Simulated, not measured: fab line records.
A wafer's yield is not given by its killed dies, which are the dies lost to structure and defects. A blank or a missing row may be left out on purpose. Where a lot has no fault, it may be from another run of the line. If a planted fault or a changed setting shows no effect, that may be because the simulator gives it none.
fab line records    flow sky130
record lots=11  wafers=33  last_day=50
route steps=708 shown LI_CONTACT@386 LOCAL_INTERCONNECT@401 VIA1@458 METAL2@484
lots that met no fault: from a run of the same line without faults
start_h: hours from the record's first day to the start of the lot's first wafer shown    wait_h: hours since the lot's step before    " same as the row above    L1.1+2: a row that stands for several wafers    - value missing, or start not given    * or withheld: withheld    < > ~ a bound
route shown NAME@n: NAME is a module with steps in the file, n the number in the route of the first one    usual: the fault-free wafers' mean and standard deviation    same: alike in all rows    chamber/n: place in a boat    sites: the reading at each site    _std_site: the standard deviation of these    _edge_site: mean of outer sites minus mean of inner sites    radius_mm: for every site, how far away it sits from the centre of the wafer    mask NAME#n: copy n    behind: the most recent tool/chamber to have shaped the wafer    hold: what put the lot on hold/how long, in hours/how the hold closed    device: transistor that didn't switch, given as n, p or np    end of line: the route-end tests of the same wafers    for a step that has no rows: nothing shown but its recipe    killed: count of dies lost to structure and defects at first sort (not the wafer's yield)    map: a wafer's dies, x killed, . not, _ none there
set.NAME: setting as actually run; set.NAME@STEP: the setting as run at that earlier step    model.NAME: the simulator's own value behind a step, which no gauge read
steps of the route over a sample of lots; a table a step, a row a wafer
services: when a tool's chamber went out of use (start_h, in hours from the record's first day, below 0 if earlier), for how many hours, and the reason
## steps
# step SKY_LI_CONTACT_CMP_24
# recipe stop_on=PSG  t_overpolish_s=20  down_force_psi=3.5  platen_rpm=60  target_thk_nm=0  pad_velocity_m_s=0.94248
# usual motor_current_A=11.4/1.2  overpolish_run_s=20.000/0.0094  time_to_endpoint_s=96/4
lot.wafer  tool    chamber  start_h  wait_h  motor_current_A  overpolish_run_s  time_to_endpoint_s
L707.1     cmp-02  3        709.02   0.1     10.1             20.003            97
L707.3     "       1        "        "       11.7             20.006            97
L707.5     "       2        "        "       10.7             19.986            93
L706.1     cmp-02  0        709.42   0.1     11.5             19.996            98
L706.4     "       3        "        "       10.4             20.000            93
L706.5     "       1        "        "       12.2             20.001            97
L709.4     cmp-01  0        722.95   0.1     13.2             19.999            95
L709.3     "       1        "        "       13.5             19.993            90
L709.5     "       2        "        "       10.3             20.000            96
L710.2     cmp-01  1        731.14   0.0     12.8             19.995            92
L710.3     "       0        "        "       12.8             20.011            96
L710.6     "       2        "        "       10.7             19.989            94
L711.3     cmp-02  1        742.02   0.2     11.8             19.995            100
L711.6     "       2        "        "       11.5             19.991            94
L711.5     "       3        "        "       9.9              20.000            98
L714.1     cmp-02  2        760.87   0.1     10.7             19.994            99
L714.3     "       1        "        "       11.9             19.998            98
L714.6     "       3        "        "       9.8              19.990            102
L715.2     cmp-02  1        762.62   0.1     12.1             19.998            98
L715.4     "       2        "        "       10.9             19.991            98
L715.6     "       1        "        "       12.9             20.009            102
L719.4     cmp-01  1        801.33   0.0     13.7             20.001            87
L719.2     "       2        "        "       10.2             20.008            93
L719.6     "       1        "        "       13.5             19.986            88
L721.3     cmp-02  1        810.60   0.1     12.3             20.007            97
L721.2     "       2        "        "       10.9             19.999            94
L721.4     "       3        "        "       9.9              19.993            96
L723.3     cmp-02  1        827.57   0.4     12.1             20.007            96
L723.6     "       2        "        "       10.9             20.013            96
L723.5     "       3        "        "       10.4             19.997            93
L725.2     cmp-02  1        840.93   0.0     12.2             19.990            98
L725.3     "       3        "        "       10.0             20.011            97
L725.5     "       1        "        "       13.1             19.995            98
# step SKY_LOCAL_INTERCONNECT_METAL_ETCH_14
# recipe target_depth_nm=110  stop_on=PSG  chemistry=Cl2/BCl3  target=TiN  resist_sidewall_deg=88  pressure_mtorr=10  icp_w=900  bias_w=48.5  Cl2_flow_sccm=60  bcl3_flow_sccm=30  time_s=31.4
# usual bias_w=48.50/0.14  drypump_motor_current_A=5.9/0.36  oes_product_au=0.940/0.0074  throttle_valve_pct=21.902/0.01
lot.wafer  tool          chamber  start_h  wait_h  bias_w  drypump_motor_current_A  oes_product_au  rf_hours_counter_h  throttle_valve_pct
L707.1     rie_metal-01  0        738.32   0.0     48.20   5.9                      0.948           11                  21.903
L707.3     "             0        "        "       48.61   5.9                      0.949           -                   21.896
L707.5     "             1        "        "       48.56   5.4                      0.935           -                   21.906
L706.1     rie_metal-04  1        738.67   0.0     48.55   5.5                      0.940           0                   21.893
L706.4     "             1        "        "       48.56   5.5                      0.942           -                   21.902
L706.5     "             1        "        "       48.54   5.5                      0.945           -                   21.885
L709.3     rie_metal-04  0        752.18   0.0     48.34   6.3                      0.942           -                   21.891
L709.4     "             1        "        "       48.59   5.6                      0.936           -                   21.889
L709.5     "             1        "        "       48.53   5.6                      0.953           -                   21.903
L710.2     rie_metal-02  0        760.45   0.1     48.45   6.1                      0.946           -                   21.917
L710.3     "             0        "        "       48.30   6.1                      0.955           -                   21.902
L710.6     "             0        "        "       48.29   6.1                      0.937           -                   21.909
L711.3     rie_metal-04  0        769.64   0.0     48.28   6.3                      0.929           -                   21.903
L711.5     "             0        "        "       48.41   6.3                      0.935           -                   21.894
L711.6     "             1        "        "       48.33   5.6                      0.940           -                   21.902
L714.1     rie_metal-04  0        788.97   0.0     48.46   6.3                      0.938           7                   21.905
L714.3     "             1        "        "       48.51   5.5                      0.940           -                   21.902
L714.6     "             0        "        "       48.59   6.3                      0.945           -                   21.903
L715.2     rie_metal-01  0        790.27   0.0     48.57   5.9                      0.935           13                  21.918
L715.4     "             1        "        "       48.75   5.4                      0.944           -                   21.912
L715.6     "             0        "        "       48.68   5.9                      0.932           -                   21.899
L719.2     rie_metal-02  0        829.47   0.0     48.65   6.1                      0.939           17                  21.896
L719.4     "             0        "        "       48.36   6.1                      0.937           -                   21.897
L719.6     "             0        "        "       48.57   6.1                      0.944           -                   21.903
L721.2     rie_metal-04  1        838.22   0.0     48.45   5.6                      0.934           4                   21.903
L721.3     "             1        "        "       48.64   5.6                      0.945           -                   21.905
L721.4     "             0        "        "       48.36   6.3                      0.950           -                   21.910
L723.3     rie_metal-01  1        854.76   0.1     48.40   5.4                      0.932           -                   21.890
L723.5     "             1        "        "       48.58   5.3                      0.934           -                   21.904
L723.6     "             1        "        "       48.62   5.3                      0.942           -                   21.902
L725.2     rie_metal-02  0        867.82   0.0     48.48   6.1                      0.932           18                  21.895
L725.3     "             1        "        "       48.43   6.2                      0.934           -                   21.900
L725.5     "             1        "        "       48.51   6.2                      0.946           -                   21.910
# step SKY_VIA1_HDPCVD_00
# recipe material=SiO2  target_thk_nm=1030  sigma_open_frac=0.3  time_s=171.7  temp_c=400  sih4_flow_sccm=61.11  pressure_mtorr=6
# usual pressure_mtorr=6.001/0.012  run_length_s=199.4/0.57
lot.wafer  tool       chamber  start_h  wait_h  pressure_mtorr  run_length_s
L707.1     hdpcvd-02  0        796.58   0.0     5.984           200.5
L707.3     "          1        "        "       6.004           198.5
L707.5     "          0        "        "       5.977           200.0
L706.1     hdpcvd-01  0        798.12   0.0     6.006           199.0
L706.4     "          1        "        "       5.989           199.9
L706.5     "          2        "        "       5.995           200.2
L709.3     hdpcvd-01  1        809.60   0.0     5.994           199.7
L709.4     "          2        "        "       5.980           199.5
L709.5     "          0        "        "       5.987           199.9
L710.2     hdpcvd-02  0        819.38   0.0     6.003           199.9
L710.3     "          2        "        "       5.981           198.9
L710.6     "          2        "        "       5.997           198.8
L711.3     hdpcvd-02  1        828.60   0.1     6.006           198.4
L711.5     "          0        "        "       6.005           200.3
L711.6     "          1        "        "       6.014           198.6
L714.1     hdpcvd-02  0        845.19   0.0     5.994           200.3
L714.3     "          1        "        "       5.998           198.4
L714.6     "          0        "        "       6.023           200.3
L715.2     hdpcvd-01  0        849.37   0.0     5.998           199.6
L715.4     "          2        "        "       6.007           199.7
L715.6     "          0        "        "       6.013           199.4
L719.2     hdpcvd-01  1        889.20   0.0     6.000           199.8
L719.4     "          2        "        "       6.003           199.0
L719.6     "          0        "        "       6.006           199.0
L721.2     hdpcvd-01  0        896.09   0.0     6.016           199.1
L721.3     "          1        "        "       5.990           183.6
L721.4     "          2        "        "       6.010           199.1
L723.3     hdpcvd-01  1        912.00   0.0     6.015           183.9
L723.5     "          0        "        "       5.998           199.8
L723.6     "          1        "        "       6.008           183.6
L725.2     hdpcvd-02  0        925.43   0.0     6.023           200.0
L725.3     "          2        "        "       6.003           198.9
L725.5     "          0        "        "       6.005           200.0
# step SKY_VIA1_THK_MEAS_01
# recipe reads=SiO2_of_VIA1_HDPCVD_00
# usual VIA1_HDPCVD_THK=1047/10
lot.wafer  tool           chamber  start_h  wait_h  VIA1_HDPCVD_THK[nm]
L707.1     film_metro-03  -        796.70   0.1     1047
L707.3     "              -        "        "       1029
L707.5     "              -        "        "       1049
L706.1     film_metro-02  -        798.23   0.1     1052
L706.4     "              -        "        "       1047
L706.5     "              -        "        "       1060
L709.3     film_metro-03  -        809.73   0.1     1036
L709.4     "              -        "        "       1036
L709.5     "              -        "        "       1049
L710.2     film_metro-02  -        819.50   0.1     1051
L710.3     "              -        "        "       1040
L710.6     "              -        "        "       1026
L711.3     film_metro-04  -        828.73   0.1     1026
L711.5     "              -        "        "       1043
L711.6     "              -        "        "       1039
L714.1     film_metro-03  -        845.30   0.1     1056
L714.3     "              -        "        "       1043
L714.6     "              -        "        "       1068
L715.2     film_metro-03  -        849.50   0.1     1055
L715.4     "              -        "        "       1041
L715.6     "              -        "        "       1050
L719.2     film_metro-04  -        889.32   0.1     1037
L719.4     "              -        "        "       1043
L719.6     "              -        "        "       1049
L721.2     film_metro-03  -        896.21   0.1     1058
L721.3     "              -        "        "       955
L721.4     "              -        "        "       1055
L723.3     film_metro-04  -        912.13   0.1     959
L723.5     "              -        "        "       1055
L723.6     "              -        "        "       958
L725.2     film_metro-03  -        925.56   0.1     1069
L725.3     "              -        "        "       1056
L725.5     "              -        "        "       1064
# step SKY_METAL2_SPUTTER_01
# recipe material=TiN  target_thk_nm=20  power_w=6500  time_s=16.7  chamber_pressure_pa=0.4
# usual throttle_valve_pct=30.1/0.99
lot.wafer  tool            chamber  start_h  wait_h  throttle_valve_pct
L707.1     pvd_sputter-02  -        825.89   0.0     31.1
L707.3     "               -        "        "       29.9
L707.5     "               -        "        "       30.1
L706.1     pvd_sputter-01  -        827.02   0.0     28.6
L706.4     "               -        "        "       31.6
L706.5     "               -        "        "       30.3
L709.3     pvd_sputter-04  -        838.80   0.0     31.0
L709.4     "               -        "        "       29.8
L709.5     "               -        "        "       30.8
L710.2     pvd_sputter-04  -        847.84   0.0     30.7
L710.3     "               -        "        "       31.3
L710.6     "               -        "        "       31.5
L711.3     pvd_sputter-01  -        859.41   0.0     28.9
L711.5     "               -        "        "       29.0
L711.6     "               -        "        "       31.8
L714.1     pvd_sputter-04  -        874.84   0.0     31.4
L714.3     "               -        "        "       30.8
L714.6     "               -        "        "       30.0
L715.2     pvd_sputter-04  -        879.97   0.0     30.8
L715.4     "               -        "        "       30.3
L715.6     "               -        "        "       29.6
L719.2     pvd_sputter-02  -        917.37   0.0     29.7
L719.4     "               -        "        "       31.0
L719.6     "               -        "        "       29.5
L721.2     pvd_sputter-01  -        924.19   0.0     28.9
L721.3     "               -        "        "       30.2
L721.4     "               -        "        "       32.0
L723.3     pvd_sputter-02  -        939.87   0.0     31.1
L723.5     "               -        "        "       29.7
L723.6     "               -        "        "       29.5
L725.2     pvd_sputter-02  -        953.28   0.0     29.5
L725.3     "               -        "        "       30.2
L725.5     "               -        "        "       30.9
## services
tool            chamber  start_h  hours  kind
pvd_sputter-01  -        714.30   1.2    repair
cmp-02          -        743.89   0.7    repair
cmp-01          -        744.28   4.0    pm
cmp-02          -        759.26   1.0    repair
hdpcvd-01       0        770.62   3.9    repair
pvd_sputter-01  -        776.04   2.4    repair
hdpcvd-01       -        787.22   1.1    repair
cmp-02          -        792.21   2.7    pm
rie_metal-04    -        804.12   1.2    repair
pvd_sputter-02  -        806.11   0.5    repair
cmp-01          -        824.00   2.6    repair
hdpcvd-01       -        827.85   6.0    pm
hdpcvd-01       -        844.66   2.8    pm
cmp-02          -        847.37   3.4    repair
hdpcvd-02       0        866.77   10.3   repair
hdpcvd-01       -        866.89   14.6   pm
cmp-02          -        868.86   7.6    pm
rie_metal-04    -        888.27   0.5    repair
pvd_sputter-02  -        900.47   3.7    repair
pvd_sputter-02  -        903.01   5.2    repair
cmp-02          -        912.11   4.0    pm
pvd_sputter-02  -        927.52   1.5    repair
cmp-02          -        928.72   2.0    repair
hdpcvd-02       -        950.25   15.0   pm
## key
first_sign step=SKY_VIA1_HDPCVD_00  reading=run_length_s  direction=down  sigmas=27  usual=*  struck=*
effect step=SKY_VIA1_THK_MEAS_01  reading=VIA1_HDPCVD_THK  direction=down  sigmas=8.9  usual=1047  struck=957
met_at SKY_VIA1_HDPCVD_00
struck_lots L721,L723
struck_wafers L721.3,L723.3,L723.6
not_acting_at SKY_LI_CONTACT_CMP_24,SKY_LOCAL_INTERCONNECT_METAL_ETCH_14,SKY_METAL2_SPUTTER_01
onset_between 889.20 896.09
fault kind=process_parameter_drift  tool=hdpcvd-01  chamber=1  onset_h=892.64  steps=SKY_VIA1_HDPCVD_00  channel=time_s  offset=*  shape=step  end_h=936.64  acts_in=*  stated=*
